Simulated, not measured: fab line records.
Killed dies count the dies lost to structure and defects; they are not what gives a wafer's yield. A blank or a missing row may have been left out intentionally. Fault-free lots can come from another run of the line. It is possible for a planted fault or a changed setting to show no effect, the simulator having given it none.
Matching of chambers ; flow sky130 ; rieDiel-02 running SKY_LI_CONTACT_ETCH_15: 4 sister chambers
The step etches PSG in C4F8/O2/Ar, stops on Si, target depth 600 nm. 4 wafers are shown with their chamber, then 7 later ones without.

EACH WAFER AND ITS CHAMBER
wafer;chamber;oesProductAu (a.u.)
L085.3;3;0.842
L085.4;0;0.836
L089.2;2;0.834
L089.3;1;0.840

WAFERS MISSING THEIR CHAMBER
wafer;oesProductAu (a.u.)
L089.4;0.843
L094.3;0.845
L094.4;0.842
L094.5;0.823
L096.2;0.837
L096.3;0.829
L096.5;0.834

WHICH CHAMBER EACH WENT THROUGH
wafer;from the rows above;in truth
L089.4;can't be placed: 3 or 1 or 0 or 2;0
L094.3;can't be placed: 3 or 1 or 0 or 2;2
L094.4;can't be placed: 3 or 1 or 0 or 2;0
L094.5;can't be placed: 2 or 0 or 1 or 3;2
L096.2;can't be placed: 0 or 1 or 2 or 3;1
L096.3;can't be placed: 2 or 0 or 1 or 3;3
L096.5;can't be placed: 2 or 0 or 1 or 3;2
Correctly placed: 0 of 7. Not placeable from these rows: 7 (in 7, the candidates include the true chamber). Wrongly placed: 0.
How it was worked out, from the rows above alone: a wafer's distance from a chamber is the root of the sum, over the readings, of the square of ((its reading less the chamber's mean) divided by the reading's scatter). If the next closest chamber is less than 2 further off than the closest, the wafer can't be placed; otherwise it belongs to the closest. Each chamber's mean is taken over the wafers shown for it. The scatter (one wafer shown for each chamber): square how far every hidden wafer sits from the nearest shown wafer, average those squares and take the square root.
